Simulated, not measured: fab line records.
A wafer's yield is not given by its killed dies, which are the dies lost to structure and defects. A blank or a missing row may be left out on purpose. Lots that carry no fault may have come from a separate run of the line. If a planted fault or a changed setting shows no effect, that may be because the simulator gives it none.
The tool behind it: which one? ; flow sky130 ; 10 lots, 30 wafers sampled, at 7 steps of a route of 708

## WHAT EACH GAUGE READ, for each wafer
SKY_RES_XHIGH_TW_MEAS_09.
lot;measured;on;RES_XHIGH_TW
L582;day 27 01:31;film_metro-03;1661 1666 1662
L583;day 27 04:34;film_metro-04;1617 1620 1629
L584;day 27 08:53;film_metro-04;1611 1616 1621
L585;day 27 17:58;film_metro-03;1663 1672 1672
L586;day 28 03:14;film_metro-03;1655 1660 1666
L587;day 28 10:30;film_metro-03;1663 1659 1658
L588;day 28 15:49;film_metro-01;1639 1641 1645
L589;day 29 02:46;film_metro-03;1661 1656 1654
L590;day 29 12:43;film_metro-04;1631 1623 1620
L591;day 30 01:22;film_metro-03;1665 1658 1655

SKY_SD_N_TW_MEAS_12.
lot;measured;on;SD_N_TW
L582;day 28 06:13;film_metro-01;3998 4011 3988
L583;day 28 09:19;film_metro-04;3922 3908 3908
L584;day 28 12:50;film_metro-03;4033 4050 4039
L585;day 28 21:31;film_metro-03;4046 4025 4024
L586;day 29 04:19;film_metro-04;3964 3957 3955
L587;day 29 13:51;film_metro-01;3941 3968 3953
L588;day 29 18:49;film_metro-01;4430 4413 4431
L589;day 30 07:37;film_metro-03;4431 4505 4468
L590;day 30 17:37;film_metro-03;4475 4485 4469
L591;day 31 05:49;film_metro-03;4516 4519 4495

SKY_SD_N_RS_MEAS_16: measurement is done with a four-point probe.
lot;measured;on;SD_N_RS (ohm/sq)
L582;day 28 06:34;film_metro-04;68.59 68.51 68.56
L583;day 28 09:36;film_metro-04;68.33 68.53 68.46
L584;day 28 13:11;film_metro-04;68.25 68.39 68.30
L585;day 28 21:49;film_metro-01;68.30 68.33 68.32
L586;day 29 04:36;film_metro-01;68.65 68.45 68.46
L587;day 29 14:10;film_metro-03;68.59 68.67 68.70
L588;day 29 19:06;film_metro-03;30.54 30.53 30.53
L589;day 30 07:55;film_metro-04;30.69 30.66 30.68
L590;day 30 17:54;film_metro-01;30.56 30.60 30.57
L591;day 31 06:08;film_metro-01;30.57 30.58 30.61

SKY_LI_CONTACT_THK_MEAS_01.
lot;measured;on;LI_CONTACT_HDPCVD_THK (nm)
L582;day 28 07:02;film_metro-01;934 934 929
L583;day 28 10:06;film_metro-03;943 940 942
L584;day 28 13:39;film_metro-04;946 927 948
L585;day 28 22:17;film_metro-03;941 936 938
L586;day 29 05:05;film_metro-04;946 937 937
L587;day 29 14:37;film_metro-03;932 931 926
L588;day 29 19:35;film_metro-01;930 940 937
L589;day 30 08:25;film_metro-03;941 950 944
L590;day 30 18:23;film_metro-01;941 949 943
L591;day 31 06:35;film_metro-03;930 936 940

SKY_LI_CONTACT_BOW_MEAS_03.
lot;measured;on;LI_CONTACT_BOW (um)
L582;day 28 07:31;film_metro-03;57 56 59
L583;day 28 10:37;film_metro-04;62 47 47
L584;day 28 14:01;film_metro-01;37 58 56
L585;day 28 22:40;film_metro-03;47 61 60
L586;day 29 05:26;film_metro-04;49 52 61
L587;day 29 15:19;film_metro-01;48 53 60
L588;day 29 19:57;film_metro-03;69 59 64
L589;day 30 08:47;film_metro-04;46 60 54
L590;day 30 18:44;film_metro-03;61 60 62
L591;day 31 06:58;film_metro-04;58 59 66

## WHAT TOOL EACH LOT RAN ON (gives the tool, then ch and the chambers of the sampled wafers, and finally the start)
lot;SKY_SD_N_IMPLANT_09;SKY_SD_N_STRIP_11
L582;implanter-02 ch 0, day 28 05:50;plasma_asher-03 ch 1, day 28 06:07
L583;implanter-01 ch 0, day 28 08:55;plasma_asher-01 ch 0,1, day 28 09:13
L584;implanter-02 ch 0, day 28 12:27;plasma_asher-03 ch 0,1, day 28 12:43
L585;implanter-02 ch 0, day 28 21:08;plasma_asher-03 ch 0,1, day 28 21:25
L586;implanter-01 ch 0, day 29 03:55;plasma_asher-01 ch 0,1, day 29 04:13
L587;implanter-03 ch 0, day 29 13:30;plasma_asher-01 ch 0,1, day 29 13:45
L588;implanter-02 ch 0, day 29 18:25;plasma_asher-03 ch 0,1, day 29 18:43
L589;implanter-03 ch 0, day 30 07:14;plasma_asher-03 ch 0, day 30 07:31
L590;implanter-03 ch 0, day 30 17:13;plasma_asher-04 ch 1, day 30 17:31
L591;implanter-02 ch 0, day 31 05:28;plasma_asher-04 ch 0,1, day 31 05:43
- SKY_SD_N_IMPLANT_09
- SKY_SD_N_STRIP_11: strips in O2/N2.

## WHAT THE TOOLS THEMSELVES READ (means of the sampled wafers that have a number; where no wafer has one, the mark that the record gives instead)
SKY_SD_N_STRIP_11.
lot;tool;chamber_pressure_mTorr (mTorr);drypump_motor_current_A (A);o2_flow_sccm (sccm);oes_product_au (a.u.);strip_time_to_endpoint_s (s)
L582;plasma_asher-03;1499.5;6.3;2998;0.530;22.53
L583;plasma_asher-01;1499.9;5.5;3002;0.527;22.55
L584;plasma_asher-03;1498.5;5.6;3002;0.525;22.51
L585;plasma_asher-03;1499.9;5.5;3010;0.527;22.60
L586;plasma_asher-01;1499.5;5.5;2997;0.525;22.47
L587;plasma_asher-01;1498.9;5.5;3007;0.530;22.51
L588;plasma_asher-03;1498.7;5.9;2993;0.500;25.10
L589;plasma_asher-03;1500.1;5.2;3007;0.501;25.11
L590;plasma_asher-04;1500.0;5.7;2990;0.504;25.15
L591;plasma_asher-04;1499.6;5.8;2992;0.502;25.10

## THE ANSWER, worked out from the rows above alone
Rule: usual is defined by the lots themselves. The widest of any qualifying gaps counts: lots, ordered by their means at a reading, are off when they make up no more than a third of the lots, leave a main group of 4 or more, and stand apart from it by 3 or more times the standard deviation of that group's means. If all means in a main group match to the digits the tables above print for the reading, that group is not used. Also off: a lot with no number at a reading for which 4 or more lots have one. The other lots that the step has rows for count as sound. Order of review: gauges by route order, followed by the tools' own readings, for which a lot's mean as printed above is used. At the first step where some lot is off, the reading lying furthest off is the one used; lots without a number count as furthest.
None of the lots is off at any reading shown; this tells nothing.

## WHAT WAS PUT IN BY THE SIMULATOR
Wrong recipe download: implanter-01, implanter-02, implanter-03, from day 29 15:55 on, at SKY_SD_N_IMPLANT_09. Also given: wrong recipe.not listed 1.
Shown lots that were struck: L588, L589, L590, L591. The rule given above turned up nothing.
